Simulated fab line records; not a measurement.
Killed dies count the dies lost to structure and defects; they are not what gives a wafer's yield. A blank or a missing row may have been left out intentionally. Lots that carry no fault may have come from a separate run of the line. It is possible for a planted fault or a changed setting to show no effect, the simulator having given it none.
Which of the tools did it? + flow sky130 + 12 lots, 36 wafers sampled, at 5 steps of a route of 708

WHAT THE GAUGES SHOWED, per wafer
SKY_VT_ADJUST_NCORE_OVL_MEAS_08.
| lot  | measured     | on         | VT_ADJUST_NCORE_OVL (nm) |
|------|--------------|------------|--------------------------|
| L932 | day 8 21:08  | overlay-02 | 5.2 5.3 4.9              |
| L933 | day 9 03:01  | overlay-01 | 1.5 1.2 0.2              |
| L937 | day 10 02:29 | overlay-02 | -1.4 -1.3 -0.8           |
| L941 | day 11 04:22 | overlay-01 | 1.3 1.2 3.5              |
| L942 | day 11 07:46 | overlay-02 | -2.3 -0.5 -1.0           |
| L943 | day 11 15:52 | overlay-02 | 0.1 -0.1 -1.3            |
| L947 | day 12 20:07 | overlay-02 | 0.3 -0.2 -0.6            |
| L949 | day 13 12:19 | overlay-01 | 2.0 1.6 1.2              |
| L950 | day 13 16:49 | overlay-01 | -0.6 0.2 2.1             |
| L953 | day 14 16:25 | overlay-01 | -0.3 -2.3 -0.2           |
| L954 | day 15 00:19 | overlay-01 | 1.9 1.5 2.0              |
| L955 | day 15 02:37 | overlay-01 | 2.6 0.9 1.4              |

SKY_VT_ADJUST_HVTR_CD_MEAS_07: the cd target is 380 nm.
| lot  | measured     | on        | cd_nm (nm)        |
|------|--------------|-----------|-------------------|
| L932 | day 9 18:35  | cd_sem-02 | 377.1 375.8 378.2 |
| L933 | day 10 00:28 | cd_sem-01 | 382.0 380.4 380.6 |
| L937 | day 10 23:21 | cd_sem-01 | 384.4 383.1 384.7 |
| L941 | day 12 03:30 | cd_sem-02 | 381.7 380.0 380.1 |
| L942 | day 12 07:20 | cd_sem-01 | 377.4 375.5 376.8 |
| L943 | day 12 15:15 | cd_sem-01 | 378.0 379.2 379.3 |
| L947 | day 13 20:57 | cd_sem-02 | 376.8 376.8 377.7 |
| L949 | day 14 14:00 | cd_sem-02 | 380.9 381.2 382.0 |
| L950 | day 14 18:54 | cd_sem-01 | 380.3 383.3 381.6 |
| L953 | day 15 19:48 | cd_sem-02 | 378.0 379.6 377.4 |
| L954 | day 16 03:46 | cd_sem-01 | 378.6 378.1 375.8 |
| L955 | day 16 06:09 | cd_sem-02 | 379.5 380.1 380.5 |

SKY_VT_ADJUST_HVTR_TW_MEAS_11.
| lot  | measured     | on            | VT_ADJUST_HVTR_TW |
|------|--------------|---------------|-------------------|
| L932 | day 9 18:59  | film_metro-01 | 211.1 211.2 211.8 |
| L933 | day 10 00:52 | film_metro-03 | 214.6 214.6 214.8 |
| L937 | day 10 23:45 | film_metro-03 | 215.5 215.1 214.5 |
| L941 | day 12 03:54 | film_metro-02 | 211.8 212.4 211.7 |
| L942 | day 12 07:44 | film_metro-01 | 210.9 211.8 212.7 |
| L943 | day 12 15:58 | film_metro-03 | 262.6 263.0 262.1 |
| L947 | day 13 21:40 | film_metro-01 | 256.5 257.9 257.3 |
| L949 | day 14 14:24 | film_metro-03 | 214.0 211.5 212.1 |
| L950 | day 14 19:18 | film_metro-03 | 212.0 211.3 213.7 |
| L953 | day 15 20:12 | film_metro-01 | 212.0 212.6 211.9 |
| L954 | day 16 04:10 | film_metro-01 | 211.0 212.0 211.4 |
| L955 | day 16 06:33 | film_metro-01 | 211.7 212.0 211.6 |

WHICH TOOL RAN EACH LOT (tool, then ch and the chambers of the sampled wafers, then the start)
| lot  | SKY_VT_ADJUST_HVTR_IMPLANT_09   | SKY_VT_ADJUST_HVTR_STRIP_10          |
|------|---------------------------------|--------------------------------------|
| L932 | implanter-02 ch 0, day 9 18:46  | plasma_asher-03 ch 0,1, day 9 18:53  |
| L933 | implanter-04 ch 0, day 10 00:38 | plasma_asher-01 ch 0,1, day 10 00:46 |
| L937 | implanter-02 ch 0, day 10 23:31 | plasma_asher-03 ch 0,1, day 10 23:38 |
| L941 | implanter-04 ch 0, day 12 03:39 | plasma_asher-01 ch 1, day 12 03:48   |
| L942 | implanter-04 ch 0, day 12 07:29 | plasma_asher-03 ch 0,1, day 12 07:38 |
| L943 | implanter-02 ch 0, day 12 15:24 | plasma_asher-01 ch 0,1, day 12 15:52 |
| L947 | implanter-03 ch 0, day 13 21:06 | plasma_asher-01 ch 0,1, day 13 21:34 |
| L949 | implanter-03 ch 0, day 14 14:09 | plasma_asher-03 ch 0,1, day 14 14:18 |
| L950 | implanter-04 ch 0, day 14 19:04 | plasma_asher-03 ch 1, day 14 19:11   |
| L953 | implanter-02 ch 0, day 15 19:57 | plasma_asher-01 ch 0,1, day 15 20:06 |
| L954 | implanter-04 ch 0, day 16 03:56 | plasma_asher-04 ch 0, day 16 04:03   |
| L955 | implanter-02 ch 0, day 16 06:18 | plasma_asher-04 ch 0,1, day 16 06:27 |
- SKY_VT_ADJUST_HVTR_IMPLANT_09
- SKY_VT_ADJUST_HVTR_STRIP_10: strips in O2/N2.

AS READ BY THE TOOLS THEMSELVES (means over the sampled wafers that have a number; for cases with no such wafer, the mark the record gives instead)
SKY_VT_ADJUST_HVTR_IMPLANT_09.
| lot  | tool         | end_station_pressure_torr (Torr) |
|------|--------------|----------------------------------|
| L932 | implanter-02 | 4.85e-06                         |
| L933 | implanter-04 | 5.01e-06                         |
| L937 | implanter-02 | 5.09e-06                         |
| L941 | implanter-04 | 4.93e-06                         |
| L942 | implanter-04 | 4.93e-06                         |
| L943 | implanter-02 | 5.03e-06                         |
| L947 | implanter-03 | 5.00e-06                         |
| L949 | implanter-03 | 5.03e-06                         |
| L950 | implanter-04 | 4.79e-06                         |
| L953 | implanter-02 | 5.24e-06                         |
| L954 | implanter-04 | 5.17e-06                         |
| L955 | implanter-02 | 5.19e-06                         |

SKY_VT_ADJUST_HVTR_STRIP_10.
| lot  | tool            | drypump_motor_current_A (A) | oes_product_au (a.u.) | strip_time_to_endpoint_s (s) |
|------|-----------------|-----------------------------|-----------------------|------------------------------|
| L932 | plasma_asher-03 | 5.3                         | 0.716                 | 14.16                        |
| L933 | plasma_asher-01 | 6.0                         | 0.712                 | 14.15                        |
| L937 | plasma_asher-03 | 5.3                         | 0.714                 | 14.22                        |
| L941 | plasma_asher-01 | 5.9                         | 0.719                 | 14.21                        |
| L942 | plasma_asher-03 | 5.3                         | 0.719                 | 14.17                        |
| L943 | plasma_asher-01 | 6.0                         | 0.717                 | 14.25                        |
| L947 | plasma_asher-01 | 6.0                         | 0.715                 | 14.20                        |
| L949 | plasma_asher-03 | 5.3                         | 0.715                 | 14.20                        |
| L950 | plasma_asher-03 | 5.2                         | 0.716                 | 14.22                        |
| L953 | plasma_asher-01 | 6.0                         | 0.712                 | 14.18                        |
| L954 | plasma_asher-04 | 5.8                         | 0.715                 | 14.14                        |
| L955 | plasma_asher-04 | 5.7                         | 0.716                 | 14.18                        |

THE ANSWER, worked out from the rows above alone
Rule: the usual values come from the lots themselves. Put in order of their means at a reading, lots are off if they are a third of the lots or fewer, leave a main group of 4 or more, and stand apart from it by a gap of 3 or more times the standard deviation of the main group's means; of several such gaps the widest counts. Not used: any main group whose means are identical at the precision the tables above print for the reading. A lot without any number at a reading at which 4 lots or more have one is off too. Where the step has rows for the other lots, those lots are counted as sound. First the gauges in route order, then the tools' own readings, where a lot's mean is used as printed above. The first step at which some lot is off is used, and at that step the reading that is off furthest; a lot without a number counts as furthest.
Off: at SKY_VT_ADJUST_HVTR_TW_MEAS_11 (VT_ADJUST_HVTR_TW), L943, L947. For the main group the mean is 212.5 and the standard deviation 1.2.
A tool fits if, at a process step before that reading, it ran every lot that is off, and no sound lot after the first of them. The gauges at SKY_VT_ADJUST_HVTR_TW_MEAS_11 are tried like those tools. Of those tried, none fits.

WHAT THE SIMULATOR HAD PUT IN
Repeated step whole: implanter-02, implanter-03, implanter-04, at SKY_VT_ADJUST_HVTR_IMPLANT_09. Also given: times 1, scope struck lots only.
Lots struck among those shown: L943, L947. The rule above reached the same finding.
